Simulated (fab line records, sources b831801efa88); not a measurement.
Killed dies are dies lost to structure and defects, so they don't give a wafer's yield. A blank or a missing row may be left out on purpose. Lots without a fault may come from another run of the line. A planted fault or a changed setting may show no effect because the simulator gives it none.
Problem report in the 8D (eight disciplines) form, filled by code | flow sky130 | the parts of the form that need people (team, actions taken, sign-off) are left out

1. THE PROBLEM
CAPM_TIN_RS at SKY_CAPM_RS_MEAS_03 reads a mean of 6.15 ohm/sq on 3 wafers of 2 lots; wafers without a fault read 6.91 ohm/sq with a standard deviation of 0.074. That is -10 standard deviations from the usual mean.
The step: measures by four-point-probe.
First seen on wafer L637.5, day 37 03:59, on film_metro-01. The record holds 30 wafers of 10 lots with a number at this step. Rule for "out", or "out of limits": more than 4 standard deviations from the usual mean. The other wafers with a number count as sound.

2. WHAT IT IS AND WHAT IT IS NOT
question                    | is                           | is not
which readings at this step | CAPM_TIN_RS                  | -
which lots                  | L637, L638                   | L634, L636, L647, L649, L651, L654, L656, L657
which wafers of those lots  | L637.5, L637.6, L638.6       | L637.2, L638.3, L638.4
read on which gauges        | film_metro-01, film_metro-02 | film_metro-04
when                        | from day 37 03:59            | up to then (7 sound wafers); but 20 sound wafers of L638, L647, L649, L651, L654, L656, L657 came after

3. SUSPECTS, AND WHAT RULES EACH OUT
Counting: a tool at a process step up to the reading stays a suspect if it ran every lot that is out. Sound lots after the first of them don't rule it out here, since some wafers of a struck lot are sound.
- the gauge at SKY_CAPM_RS_MEAS_03: ruled out. The wafers that are out were read on 2 gauges (film_metro-01, film_metro-02).
- rie_metal-01 at SKY_METAL2_ETCH_18 (etches BARC in N2/H2, stops on SiO2, time 45.9 s, target depth 60 nm): kept. It ran every lot that is out, first L637 (day 35 22:24); its last sound lot up to then is L634 (day 34 21:51).
- pvd_sputter-03 at SKY_CAPM_SPUTTER_02 (material TiN, target thk 200 nm, time 166.7 s): kept. It ran every lot that is out, first L637 (day 37 03:52); its last sound lot up to then is L636 (day 36 20:23).
Left after counting: rie_metal-01 at SKY_METAL2_ETCH_18, pvd_sputter-03 at SKY_CAPM_SPUTTER_02.

4. THE CAUSE (what the simulator had put in)
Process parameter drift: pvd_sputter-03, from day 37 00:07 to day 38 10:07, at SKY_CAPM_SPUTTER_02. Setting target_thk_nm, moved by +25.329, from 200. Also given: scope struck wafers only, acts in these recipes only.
Counting left 2 suspects, and this tool is among them.

5. THE CHAIN OF EFFECTS, in route order
Each row: a reading whose mean over the struck wafers that have a number lies more than 3 standard deviations from the usual. Only readings for which the record gives a usual standard deviation are gone through. hours: the time from each lot's start at the first step in this table that gives one to its start at this step, as a median over the lots. sigmas: the change in usual standard deviations.
hours | step                   | reading            | usual       | on struck wafers | change | sigmas
0     | SKY_CAPM_RS_MEAS_03    | CAPM_TIN_RS        | 6.91 ohm/sq | 6.15             | -0.76  | -10
0     | SKY_CAPM_THK_MEAS_04   | CAPM_TIN_THK       | 201.6 nm    | 225.4            | +23.8  | +10
25    | SKY_CAPM_METAL_ETCH_13 | oes_product_au     | 0.942 a.u.  | 0.995            | +0.053 | +7.2
25    | SKY_CAPM_METAL_ETCH_13 | throttle_valve_pct | 21.903 %    | 21.871           | -0.032 | -3.2
The process steps in it:
- SKY_CAPM_METAL_ETCH_13: etches TiN in Cl2/BCl3, stops on SiO2, target depth 220 nm, time 62.9 s.

6. WHAT WOULD HAVE CAUGHT IT SOONER
In this record the first reading out of limits at a measuring or inspecting step was taken at day 37 03:59, 4 hours after the fault began at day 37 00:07.
Of the tool readings at SKY_CAPM_SPUTTER_02 for which the record gives a usual standard deviation, none was out on any struck wafer, so an alarm limit of 4 standard deviations on them would not have fired.
Of the lots that are out (2), L638 began SKY_CAPM_SPUTTER_02 on pvd_sputter-03 after day 37 03:59. A hold on the tool at that time would have spared it.
